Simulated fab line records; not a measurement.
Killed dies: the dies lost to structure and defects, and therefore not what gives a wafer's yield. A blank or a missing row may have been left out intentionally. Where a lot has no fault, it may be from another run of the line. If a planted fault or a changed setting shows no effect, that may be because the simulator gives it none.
Commonality check across tools / flow sky130 / Lots sampled 13, wafers sampled 45

## THE REASON FOR OPENING IT
At SKY_SONOS_ONO_THK_MEAS_01 the reading SONOS_ONO_OXIDATION_THK is flagged on 2 of 13 lots. Wafers without a fault read 2.60 nm, standard deviation 0.058.
Rule: a lot gets a flag if all its wafers with a number sit over 4 standard deviations from that mean, or if no wafer of it has a number. All remaining lots are regarded as sound.

lot=L892; measured=day 11 05:31; on=film metro-02; SONOS_ONO_OXIDATION_THK (nm), wafer by wafer=2.59 2.60 2.61; flag=
lot=L893; measured=day 11 20:19; on=film metro-04; SONOS_ONO_OXIDATION_THK (nm), wafer by wafer=2.63 2.63 2.57; flag=
lot=L895; measured=day 12 08:14; on=film metro-02; SONOS_ONO_OXIDATION_THK (nm), wafer by wafer=2.67 2.54 2.58; flag=
lot=L896; measured=day 12 18:11; on=film metro-04; SONOS_ONO_OXIDATION_THK (nm), wafer by wafer=2.68 2.63 2.67; flag=
lot=L897; measured=day 13 01:59; on=film metro-04; SONOS_ONO_OXIDATION_THK (nm), wafer by wafer=2.57 2.65 2.66; flag=
lot=L898; measured=day 13 12:16; on=film metro-04; SONOS_ONO_OXIDATION_THK (nm), wafer by wafer=2.58 2.61 2.60; flag=
lot=L899; measured=day 13 17:47; on=film metro-04; SONOS_ONO_OXIDATION_THK (nm), wafer by wafer=2.56 2.46 2.56; flag=
lot=L900; measured=day 14 02:56; on=film metro-03; SONOS_ONO_OXIDATION_THK (nm), wafer by wafer=4.32 4.42 4.44 4.32 4.47 4.49; flag=FLAGGED
lot=L901; measured=day 14 10:03; on=film metro-03; SONOS_ONO_OXIDATION_THK (nm), wafer by wafer=4.48 4.55 4.51 4.51 4.55 4.51; flag=FLAGGED
lot=L911; measured=day 17 17:24; on=film metro-04; SONOS_ONO_OXIDATION_THK (nm), wafer by wafer=2.56 2.65 2.55; flag=
lot=L912; measured=day 17 23:50; on=film metro-03; SONOS_ONO_OXIDATION_THK (nm), wafer by wafer=2.59 2.61 2.66; flag=
lot=L913; measured=day 18 12:29; on=film metro-02; SONOS_ONO_OXIDATION_THK (nm), wafer by wafer=2.58 2.58 2.59; flag=
lot=L914; measured=day 18 21:50; on=film metro-03; SONOS_ONO_OXIDATION_THK (nm), wafer by wafer=2.61 2.62 2.64; flag=
Average over the flagged lots: 4.46 nm; offset from the usual +1.86 nm, equal to +32 standard deviations.

## WHICH TOOL EACH LOT WENT THROUGH
Before the reading, the record contains 2 process steps out of a 708-step route. Read each cell as the tool, then ch plus the chambers that the sampled wafers visited, then the start.
lot=L892; flag=; SKY_NWELL_STRIP_14=plasma asher-01 ch 0,1, day 4 12:02; SKY_SONOS_ONO_OXIDATION_00=furnace-02 ch 0, day 11 04:10
lot=L893; flag=; SKY_NWELL_STRIP_14=plasma asher-01 ch 0,1, day 4 21:26; SKY_SONOS_ONO_OXIDATION_00=furnace-01 ch 0, day 11 18:58
lot=L895; flag=; SKY_NWELL_STRIP_14=plasma asher-01 ch 0,1, day 5 06:51; SKY_SONOS_ONO_OXIDATION_00=furnace-01 ch 0, day 12 06:53
lot=L896; flag=; SKY_NWELL_STRIP_14=plasma asher-03 ch 1, day 5 14:10; SKY_SONOS_ONO_OXIDATION_00=furnace-01 ch 0, day 12 16:49
lot=L897; flag=; SKY_NWELL_STRIP_14=plasma asher-03 ch 0,1, day 5 20:49; SKY_SONOS_ONO_OXIDATION_00=furnace-02 ch 0, day 13 00:38
lot=L898; flag=; SKY_NWELL_STRIP_14=plasma asher-04 ch 1, day 6 02:23; SKY_SONOS_ONO_OXIDATION_00=furnace-01 ch 0, day 13 10:55
lot=L899; flag=; SKY_NWELL_STRIP_14=plasma asher-01 ch 0,1, day 6 05:57; SKY_SONOS_ONO_OXIDATION_00=furnace-02 ch 0, day 13 16:26
lot=L900; flag=FLAGGED; SKY_NWELL_STRIP_14=plasma asher-01 ch 0,1, day 6 11:23; SKY_SONOS_ONO_OXIDATION_00=furnace-02 ch 0, day 13 23:07 and furnace-01 ch 0, day 14 01:35
lot=L901; flag=FLAGGED; SKY_NWELL_STRIP_14=plasma asher-03 ch 0,1, day 6 16:08; SKY_SONOS_ONO_OXIDATION_00=furnace-02 ch 0, day 14 05:56
lot=L911; flag=; SKY_NWELL_STRIP_14=plasma asher-04 ch 0,1, day 9 04:11; SKY_SONOS_ONO_OXIDATION_00=furnace-02 ch 0, day 17 16:02
lot=L912; flag=; SKY_NWELL_STRIP_14=plasma asher-01 ch 0,1, day 9 08:26; SKY_SONOS_ONO_OXIDATION_00=furnace-02 ch 0, day 17 22:29
lot=L913; flag=; SKY_NWELL_STRIP_14=plasma asher-01 ch 0,1, day 9 15:58; SKY_SONOS_ONO_OXIDATION_00=furnace-02 ch 0, day 18 11:08
lot=L914; flag=; SKY_NWELL_STRIP_14=plasma asher-01 ch 0,1, day 10 02:27; SKY_SONOS_ONO_OXIDATION_00=furnace-02 ch 0, day 18 20:29
What these steps do:
- SKY_NWELL_STRIP_14: strips in O2/N2.
- SKY_SONOS_ONO_OXIDATION_00: stabilise 600 s, purge 300 s, target thk 2.6 nm.
- SKY_SONOS_ONO_THK_MEAS_01

## FLAGGED AGAINST TOTAL, ONE TOOL AT A TIME (gauges that did the reading follow at the end)
step=SKY_NWELL_STRIP_14; tool=plasma asher-01; lots run=8; flagged=1; share of the flagged lots=some; sound lots run after its first flagged lot=3 (L912,L913,L914)
step=SKY_NWELL_STRIP_14; tool=plasma asher-03; lots run=3; flagged=1; share of the flagged lots=some; sound lots run after its first flagged lot=0
step=SKY_NWELL_STRIP_14; tool=plasma asher-04; lots run=2; flagged=0; share of the flagged lots=none; sound lots run after its first flagged lot=-
step=SKY_SONOS_ONO_OXIDATION_00; tool=furnace-01; lots run=5; flagged=1; share of the flagged lots=some; sound lots run after its first flagged lot=0
step=SKY_SONOS_ONO_OXIDATION_00; tool=furnace-02; lots run=9; flagged=2; share of the flagged lots=all; sound lots run after its first flagged lot=4 (L911,L912,L913,L914)
step=SKY_SONOS_ONO_THK_MEAS_01; tool=film metro-02; lots run=3; flagged=0; share of the flagged lots=none; sound lots run after its first flagged lot=-
step=SKY_SONOS_ONO_THK_MEAS_01; tool=film metro-03; lots run=4; flagged=2; share of the flagged lots=all; sound lots run after its first flagged lot=2 (L912,L914)
step=SKY_SONOS_ONO_THK_MEAS_01; tool=film metro-04; lots run=6; flagged=0; share of the flagged lots=none; sound lots run after its first flagged lot=-

## WHAT THE TABLE ALLOWS
2 rows of the table ran every flagged lot: furnace-02 at SKY_SONOS_ONO_OXIDATION_00, film metro-03 at SKY_SONOS_ONO_THK_MEAS_01.
- furnace-02 at SKY_SONOS_ONO_OXIDATION_00: 2 of its 9 lots flagged. Sound lots ran on it after the first flagged one (L911, L912, L913, L914), which a lasting fault on the whole tool wouldn't allow.
- film metro-03 at SKY_SONOS_ONO_THK_MEAS_01: 2 of its 4 lots flagged. Sound lots ran on it after the first flagged one (L912, L914), which a lasting fault on the whole tool wouldn't allow.
Every row of the table either missed a flagged lot or ran a sound lot after the first.

## WHAT WAS PUT IN BY THE SIMULATOR
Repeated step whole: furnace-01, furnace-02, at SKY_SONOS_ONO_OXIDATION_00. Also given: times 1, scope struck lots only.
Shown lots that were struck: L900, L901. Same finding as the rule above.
